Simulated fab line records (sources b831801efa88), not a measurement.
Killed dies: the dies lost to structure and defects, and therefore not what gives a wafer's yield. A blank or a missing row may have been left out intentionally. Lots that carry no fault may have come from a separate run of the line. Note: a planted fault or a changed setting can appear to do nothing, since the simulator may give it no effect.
Struck lot and sound lot, side by side ; flow gf180mcu ; 14 steps out of a route of 602
Sound: wafers L906.1, L906.2, L906.6. Wafers L910.1, L910.2, L910.3 were the ones struck. Last of all comes the cause.
Per side, at each step with rows, come the tool, then ch with its chambers, and then its first start. Under that, the readings that differ: sound wafers ; struck wafers ; difference of the means ; sigmas: that difference in standard deviations of wafers without a fault.
alike: readings with means less than 2 such deviations apart, plus words and numbers identical on both sides. not compared: withheld readings, readings lacking a value on some wafer, bounds such as >300 that could conceal the same value, and numbers that have no deviation in the record and whose values overlap.
Wherever a step has rows on one side only, a row that says differs or no value, or a row with sigmas, the two part there. Numbers that have no deviation but don't overlap get no sigmas and don't part them. Lack of a reading on every wafer of one side parts them only where that side has two or more wafers.

GF_DUAL_GATE_OVL_MEAS_11:
  sound: overlay-02 at day 11 10:01; struck: overlay-01 at day 12 02:18
  alike: DUAL_GATE_OVL
then, 1 step without rows for these wafers: GF_DUAL_GATE_WET_ETCH_12 (etches SiO2 in dHF, target depth 13 nm, time 260 s).
GF_DUAL_GATE_STRIP_13: strips in O2/N2.
  sound on plasma_asher-01 ch 0,1, day 11 10:08; struck on plasma_asher-01 ch 0,1, day 12 02:25
reading;sound;struck;difference;sigmas
strip_time_to_endpoint_s (s);12.56 12.62 12.59;12.67 12.65 12.68;+0.08;+2
  alike: drypump_motor_current_A, heater_power_w, oes_product_au, platen_temp_c
  not compared: rf_hours_counter_h
then, 3 steps without rows for these wafers: GF_DUAL_GATE_CLEAN_14 (cleans in SC1/SC2, time 150 s); GF_DUAL_GATE_OXIDATION_15 (stabilise 600 s, purge 300 s, target thk 7.098 nm); GF_POLY_GATE_CVD_00 (deposits poly-Si, target thk 200 nm, time 1200 s).
GF_POLY_GATE_THK_MEAS_01:
  sound: film_metro-02 at day 11 13:10; struck: film_metro-01 at day 12 06:00
  alike: POLY_GATE_CVD_00_THK
then, 5 steps without rows for these wafers: GF_POLY_GATE_DEHYDRATE_02 (time 60 s); GF_POLY_GATE_HMDS_03 (prime time 60 s); GF_POLY_GATE_COAT_04; GF_POLY_GATE_COAT_05 (resist thk 700 nm); GF_POLY_GATE_SOFTBAKE_06 (time 60 s).
GF_POLY_GATE_EXPOSE_07: exposes mask Poly2, target cd 280 nm.
  sound on krf_scanner-02 ch 0, day 11 23:20; struck on krf_scanner-01, day 12 16:06
  no value came back on the struck wafers for exposure_dose_mJ_cm2, focus_offset_nm (nm); on the sound wafers exposure_dose_mJ_cm2 reads 27.984 28.007 27.989
  alike: mask
then, 1 step without rows for these wafers: GF_POLY_GATE_PEB_08 (peb time 90 s).

== WHERE THEY PART ==
First at GF_DUAL_GATE_STRIP_13; last, within this record, at GF_POLY_GATE_EXPOSE_07.

WHY: the cause the simulator had injected
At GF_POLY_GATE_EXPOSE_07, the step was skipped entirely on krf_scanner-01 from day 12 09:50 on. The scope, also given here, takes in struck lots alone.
